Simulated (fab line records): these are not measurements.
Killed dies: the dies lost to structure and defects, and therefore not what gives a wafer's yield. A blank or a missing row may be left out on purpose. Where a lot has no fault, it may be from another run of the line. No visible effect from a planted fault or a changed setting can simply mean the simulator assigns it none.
What tool caused it? || flow gf180mcu || Sampling: 15 lots, 45 wafers, 5 of 602 route steps

## WHAT EACH GAUGE READ, for each wafer
GF_NWELL_OVL_MEAS_07.
{"lot": "L392", "measured": "day 3 07:00", "on": "overlay-02", "NWELL_OVL (nm)": "-1.5 -2.5 -0.3"}
{"lot": "L394", "measured": "day 3 19:22", "on": "overlay-01", "NWELL_OVL (nm)": "-2.0 -2.6 -0.9"}
{"lot": "L395", "measured": "day 3 22:46", "on": "overlay-02", "NWELL_OVL (nm)": "-3.0 -5.3 -4.3"}
{"lot": "L396", "measured": "day 4 05:06", "on": "overlay-02", "NWELL_OVL (nm)": "-0.9 -1.8 -0.2"}
{"lot": "L399", "measured": "day 4 22:07", "on": "overlay-02", "NWELL_OVL (nm)": "-2.5 -1.9 -3.5"}
{"lot": "L401", "measured": "day 5 07:33", "on": "overlay-01", "NWELL_OVL (nm)": "-1.4 -2.3 -2.0"}
{"lot": "L402", "measured": "day 5 13:03", "on": "overlay-02", "NWELL_OVL (nm)": "-0.8 -2.0 -0.8"}
{"lot": "L403", "measured": "day 5 18:01", "on": "overlay-01", "NWELL_OVL (nm)": "-0.7 -0.9 -0.9"}
{"lot": "L407", "measured": "day 6 19:06", "on": "overlay-02", "NWELL_OVL (nm)": "-0.8 -0.4 -1.3"}
{"lot": "L408", "measured": "day 6 22:37", "on": "overlay-02", "NWELL_OVL (nm)": "-1.7 -2.0 -1.6"}
{"lot": "L409", "measured": "day 7 06:04", "on": "overlay-02", "NWELL_OVL (nm)": "-1.5 -0.6 -3.4"}
{"lot": "L412", "measured": "day 7 20:09", "on": "overlay-01", "NWELL_OVL (nm)": "0.3 1.0 0.7"}
{"lot": "L413", "measured": "day 8 00:33", "on": "overlay-02", "NWELL_OVL (nm)": "-0.9 -1.3 -0.5"}
{"lot": "L414", "measured": "day 8 10:21", "on": "overlay-02", "NWELL_OVL (nm)": "-1.5 0.4 -1.2"}
{"lot": "L415", "measured": "day 8 14:15", "on": "overlay-02", "NWELL_OVL (nm)": "-2.2 -2.2 -1.6"}

GF_NSD_CD_MEAS_07: target cd 400 nm.
{"lot": "L392", "measured": "day 13 03:32", "on": "cdSem-01", "cdNm (nm)": "399.6 398.0 402.2"}
{"lot": "L394", "measured": "day 14 01:42", "on": "cdSem-01", "cdNm (nm)": "402.7 400.5 401.0"}
{"lot": "L395", "measured": "day 14 05:17", "on": "cdSem-01", "cdNm (nm)": "402.2 398.6 401.4"}
{"lot": "L396", "measured": "day 14 14:39", "on": "cdSem-02", "cdNm (nm)": "400.4 398.2 398.4"}
{"lot": "L399", "measured": "day 15 16:13", "on": "cdSem-02", "cdNm (nm)": "401.1 404.3 400.8"}
{"lot": "L401", "measured": "day 16 08:12", "on": "cdSem-01", "cdNm (nm)": "- - -"}
{"lot": "L402", "measured": "day 16 20:00", "on": "cdSem-02", "cdNm (nm)": "- - -"}
{"lot": "L403", "measured": "day 16 22:54", "on": "cdSem-01", "cdNm (nm)": "- - -"}
{"lot": "L407", "measured": "day 18 15:05", "on": "cdSem-02", "cdNm (nm)": "401.3 399.4 399.7"}
{"lot": "L408", "measured": "day 18 20:53", "on": "cdSem-02", "cdNm (nm)": "396.9 398.9 397.4"}
{"lot": "L409", "measured": "day 19 09:50", "on": "cdSem-02", "cdNm (nm)": "400.4 400.4 401.2"}
{"lot": "L412", "measured": "day 20 05:06", "on": "cdSem-01", "cdNm (nm)": "401.5 399.6 402.0"}
{"lot": "L413", "measured": "day 20 16:54", "on": "cdSem-01", "cdNm (nm)": "399.3 396.2 398.0"}
{"lot": "L414", "measured": "day 21 01:11", "on": "cdSem-02", "cdNm (nm)": "397.3 396.5 397.0"}
{"lot": "L415", "measured": "day 21 08:30", "on": "cdSem-01", "cdNm (nm)": "398.9 398.2 397.2"}

GF_PSD_TW_MEAS_11.
{"lot": "L392", "measured": "day 14 00:36", "on": "filmMetro-04", "PSD_TW": "3148 3147 3127"}
{"lot": "L394", "measured": "day 14 23:32", "on": "filmMetro-03", "PSD_TW": "3225 3227 3235"}
{"lot": "L395", "measured": "day 15 03:02", "on": "filmMetro-03", "PSD_TW": "3239 3260 3251"}
{"lot": "L396", "measured": "day 15 12:52", "on": "filmMetro-03", "PSD_TW": "3248 3241 3258"}
{"lot": "L399", "measured": "day 16 15:09", "on": "filmMetro-04", "PSD_TW": "3167 3149 3174"}
{"lot": "L401", "measured": "day 17 07:28", "on": "filmMetro-04", "PSD_TW": "4238 4238 4234"}
{"lot": "L402", "measured": "day 17 19:24", "on": "filmMetro-04", "PSD_TW": "4230 4237 4214"}
{"lot": "L403", "measured": "day 17 22:15", "on": "filmMetro-04", "PSD_TW": "4223 4215 4228"}
{"lot": "L407", "measured": "day 19 16:08", "on": "filmMetro-03", "PSD_TW": "3228 3228 3218"}
{"lot": "L408", "measured": "day 19 21:19", "on": "filmMetro-03", "PSD_TW": "3235 3226 3222"}
{"lot": "L409", "measured": "day 20 10:25", "on": "filmMetro-03", "PSD_TW": "3205 3234 3216"}
{"lot": "L412", "measured": "day 21 06:06", "on": "filmMetro-02", "PSD_TW": "3239 3221 3227"}
{"lot": "L413", "measured": "day 21 17:57", "on": "filmMetro-03", "PSD_TW": "3256 3245 3264"}
{"lot": "L414", "measured": "day 22 01:47", "on": "filmMetro-02", "PSD_TW": "3218 3233 3237"}
{"lot": "L415", "measured": "day 22 08:57", "on": "filmMetro-04", "PSD_TW": "3181 3180 3175"}

## TOOL THAT RAN EACH LOT (tool first, then ch and the chambers of the sampled wafers, then the start)
{"lot": "L392", "GF_VT_IMPLANT_STRIP_42": "plasmaAsher-04 ch 0,1, day 7 11:32", "GF_NSD_COAT_02": "lithoTrack-02 ch 0, day 12 17:24"}
{"lot": "L394", "GF_VT_IMPLANT_STRIP_42": "plasmaAsher-01 ch 0,1, day 8 03:26", "GF_NSD_COAT_02": "lithoTrack-02 ch 0, day 13 15:15"}
{"lot": "L395", "GF_VT_IMPLANT_STRIP_42": "plasmaAsher-01 ch 0,1, day 8 06:41", "GF_NSD_COAT_02": "lithoTrack-02 ch 0, day 13 19:00"}
{"lot": "L396", "GF_VT_IMPLANT_STRIP_42": "plasmaAsher-01 ch 0, day 8 14:11", "GF_NSD_COAT_02": "lithoTrack-01 ch 0, day 14 04:06"}
{"lot": "L399", "GF_VT_IMPLANT_STRIP_42": "plasmaAsher-01 ch 0,1, day 9 12:26", "GF_NSD_COAT_02": "lithoTrack-03 ch 0, day 15 05:40"}
{"lot": "L401", "GF_VT_IMPLANT_STRIP_42": "plasmaAsher-04 ch 0,1, day 10 00:53", "GF_NSD_COAT_02": "lithoTrack-02, day 15 21:33"}
{"lot": "L402", "GF_VT_IMPLANT_STRIP_42": "plasmaAsher-01 ch 0, day 10 08:59", "GF_NSD_COAT_02": "lithoTrack-03, day 16 08:26"}
{"lot": "L403", "GF_VT_IMPLANT_STRIP_42": "plasmaAsher-04 ch 0,1, day 10 12:02", "GF_NSD_COAT_02": "lithoTrack-02, day 16 11:18"}
{"lot": "L407", "GF_VT_IMPLANT_STRIP_42": "plasmaAsher-01 ch 0,1, day 11 21:05", "GF_NSD_COAT_02": "lithoTrack-02 ch 0, day 18 02:42"}
{"lot": "L408", "GF_VT_IMPLANT_STRIP_42": "plasmaAsher-01 ch 0,1, day 12 00:28", "GF_NSD_COAT_02": "lithoTrack-02 ch 0, day 18 08:54"}
{"lot": "L409", "GF_VT_IMPLANT_STRIP_42": "plasmaAsher-04 ch 0,1, day 12 10:01", "GF_NSD_COAT_02": "lithoTrack-01 ch 0, day 18 21:03"}
{"lot": "L412", "GF_VT_IMPLANT_STRIP_42": "plasmaAsher-04 ch 0,1, day 13 03:59", "GF_NSD_COAT_02": "lithoTrack-01 ch 0, day 19 17:42"}
{"lot": "L413", "GF_VT_IMPLANT_STRIP_42": "plasmaAsher-01 ch 1, day 13 08:38", "GF_NSD_COAT_02": "lithoTrack-01 ch 0, day 20 04:48"}
{"lot": "L414", "GF_VT_IMPLANT_STRIP_42": "plasmaAsher-03 ch 0,1, day 13 20:44", "GF_NSD_COAT_02": "lithoTrack-02 ch 0, day 20 12:45"}
{"lot": "L415", "GF_VT_IMPLANT_STRIP_42": "plasmaAsher-01 ch 0,1, day 14 02:50", "GF_NSD_COAT_02": "lithoTrack-02 ch 0, day 20 20:36"}
- GF_VT_IMPLANT_STRIP_42: strips in O2/N2.
- GF_NSD_COAT_02: resist thk 1000 nm.

## AS READ BY THE TOOLS THEMSELVES (means over the sampled wafers that have a number; for cases with no such wafer, the mark the record gives instead)
GF_VT_IMPLANT_STRIP_42.
{"lot": "L392", "tool": "plasmaAsher-04", "drypumpMotorCurrentA (A)": 5.2, "heaterPowerW (W)": 322, "oesProductAu (a.u.)": 0.714, "stripTimeToEndpointS (s)": 12.58}
{"lot": "L394", "tool": "plasmaAsher-01", "drypumpMotorCurrentA (A)": 5.3, "heaterPowerW (W)": 324, "oesProductAu (a.u.)": 0.717, "stripTimeToEndpointS (s)": 12.62}
{"lot": "L395", "tool": "plasmaAsher-01", "drypumpMotorCurrentA (A)": 5.3, "heaterPowerW (W)": 324, "oesProductAu (a.u.)": 0.716, "stripTimeToEndpointS (s)": 12.64}
{"lot": "L396", "tool": "plasmaAsher-01", "drypumpMotorCurrentA (A)": 4.7, "heaterPowerW (W)": 344, "oesProductAu (a.u.)": 0.721, "stripTimeToEndpointS (s)": 12.64}
{"lot": "L399", "tool": "plasmaAsher-01", "drypumpMotorCurrentA (A)": 5.0, "heaterPowerW (W)": 331, "oesProductAu (a.u.)": 0.719, "stripTimeToEndpointS (s)": 12.66}
{"lot": "L401", "tool": "plasmaAsher-04", "drypumpMotorCurrentA (A)": 5.1, "heaterPowerW (W)": 330, "oesProductAu (a.u.)": 0.717, "stripTimeToEndpointS (s)": 12.64}
{"lot": "L402", "tool": "plasmaAsher-01", "drypumpMotorCurrentA (A)": 4.7, "heaterPowerW (W)": 341, "oesProductAu (a.u.)": 0.714, "stripTimeToEndpointS (s)": 12.66}
{"lot": "L403", "tool": "plasmaAsher-04", "drypumpMotorCurrentA (A)": 5.1, "heaterPowerW (W)": 338, "oesProductAu (a.u.)": 0.719, "stripTimeToEndpointS (s)": 12.67}
{"lot": "L407", "tool": "plasmaAsher-01", "drypumpMotorCurrentA (A)": 5.0, "heaterPowerW (W)": 326, "oesProductAu (a.u.)": 0.718, "stripTimeToEndpointS (s)": 12.56}
{"lot": "L408", "tool": "plasmaAsher-01", "drypumpMotorCurrentA (A)": 5.0, "heaterPowerW (W)": 329, "oesProductAu (a.u.)": 0.715, "stripTimeToEndpointS (s)": 12.63}
{"lot": "L409", "tool": "plasmaAsher-04", "drypumpMotorCurrentA (A)": 5.2, "heaterPowerW (W)": 321, "oesProductAu (a.u.)": 0.717, "stripTimeToEndpointS (s)": 12.63}
{"lot": "L412", "tool": "plasmaAsher-04", "drypumpMotorCurrentA (A)": 5.1, "heaterPowerW (W)": 326, "oesProductAu (a.u.)": 0.720, "stripTimeToEndpointS (s)": 12.63}
{"lot": "L413", "tool": "plasmaAsher-01", "drypumpMotorCurrentA (A)": 5.5, "heaterPowerW (W)": 313, "oesProductAu (a.u.)": 0.718, "stripTimeToEndpointS (s)": 12.62}
{"lot": "L414", "tool": "plasmaAsher-03", "drypumpMotorCurrentA (A)": 6.2, "heaterPowerW (W)": 327, "oesProductAu (a.u.)": 0.713, "stripTimeToEndpointS (s)": 12.67}
{"lot": "L415", "tool": "plasmaAsher-01", "drypumpMotorCurrentA (A)": 5.3, "heaterPowerW (W)": 325, "oesProductAu (a.u.)": 0.720, "stripTimeToEndpointS (s)": 12.59}

GF_NSD_COAT_02.
{"lot": "L392", "tool": "lithoTrack-02", "chillPlateTempC (C)": 22.98, "dispensePressureKPa (kPa)": 44.2, "exhaustPa (Pa)": 45.0}
{"lot": "L394", "tool": "lithoTrack-02", "chillPlateTempC (C)": 23.05, "dispensePressureKPa (kPa)": 44.2, "exhaustPa (Pa)": 45.0}
{"lot": "L395", "tool": "lithoTrack-02", "chillPlateTempC (C)": 22.89, "dispensePressureKPa (kPa)": 44.2, "exhaustPa (Pa)": 44.3}
{"lot": "L396", "tool": "lithoTrack-01", "chillPlateTempC (C)": 23.15, "dispensePressureKPa (kPa)": 50.5, "exhaustPa (Pa)": 46.3}
{"lot": "L399", "tool": "lithoTrack-03", "chillPlateTempC (C)": 23.01, "dispensePressureKPa (kPa)": 49.9, "exhaustPa (Pa)": 43.5}
{"lot": "L401", "tool": "lithoTrack-02", "chillPlateTempC (C)": "-", "dispensePressureKPa (kPa)": "-", "exhaustPa (Pa)": "-"}
{"lot": "L402", "tool": "lithoTrack-03", "chillPlateTempC (C)": "-", "dispensePressureKPa (kPa)": "-", "exhaustPa (Pa)": "-"}
{"lot": "L403", "tool": "lithoTrack-02", "chillPlateTempC (C)": "-", "dispensePressureKPa (kPa)": "-", "exhaustPa (Pa)": "-"}
{"lot": "L407", "tool": "lithoTrack-02", "chillPlateTempC (C)": 22.84, "dispensePressureKPa (kPa)": 44.2, "exhaustPa (Pa)": 46.5}
{"lot": "L408", "tool": "lithoTrack-02", "chillPlateTempC (C)": 23.09, "dispensePressureKPa (kPa)": 44.2, "exhaustPa (Pa)": 44.6}
{"lot": "L409", "tool": "lithoTrack-01", "chillPlateTempC (C)": 23.21, "dispensePressureKPa (kPa)": 50.5, "exhaustPa (Pa)": 45.3}
{"lot": "L412", "tool": "lithoTrack-01", "chillPlateTempC (C)": 22.88, "dispensePressureKPa (kPa)": 50.5, "exhaustPa (Pa)": 44.7}
{"lot": "L413", "tool": "lithoTrack-01", "chillPlateTempC (C)": 22.96, "dispensePressureKPa (kPa)": 50.5, "exhaustPa (Pa)": 45.8}
{"lot": "L414", "tool": "lithoTrack-02", "chillPlateTempC (C)": 23.02, "dispensePressureKPa (kPa)": 44.2, "exhaustPa (Pa)": 45.3}
{"lot": "L415", "tool": "lithoTrack-02", "chillPlateTempC (C)": 22.90, "dispensePressureKPa (kPa)": 44.2, "exhaustPa (Pa)": 46.0}

## THE ANSWER, worked out from the rows above alone
Rule: the usual values come from the lots themselves. Put in order of their means at a reading, lots are off if they are a third of the lots or fewer, leave a main group of 4 or more, and stand apart from it by a gap of 3 or more times the standard deviation of the main group's means; of several such gaps the widest counts. The tables above print the reading to a certain number of digits; a main group whose means all agree to those digits is not used. Also off: a lot with no number at a reading for which 4 or more lots have one. The other lots that the step has rows for count as sound. First the gauges in route order, then the tools' own readings, where a lot's mean is used as printed above. At the first step where some lot is off, the reading lying furthest off is the one used; lots without a number count as furthest.
Off: L401, L402, L403 (GF_NSD_CD_MEAS_07, cdNm). Without a number there: L401, L402, L403. Main group: mean 399.6 nm, sd 1.6.
A tool fits if, at a process step before that reading, it ran every lot that is off, and no sound lot after the first of them. Not tried: the gauges at GF_NSD_CD_MEAS_07; whatever is off there is also off at GF_PSD_TW_MEAS_11, on other tools, and gauge error can't account for it. None of those tried fits.

## WHAT HAD BEEN PUT IN BY THE SIMULATOR
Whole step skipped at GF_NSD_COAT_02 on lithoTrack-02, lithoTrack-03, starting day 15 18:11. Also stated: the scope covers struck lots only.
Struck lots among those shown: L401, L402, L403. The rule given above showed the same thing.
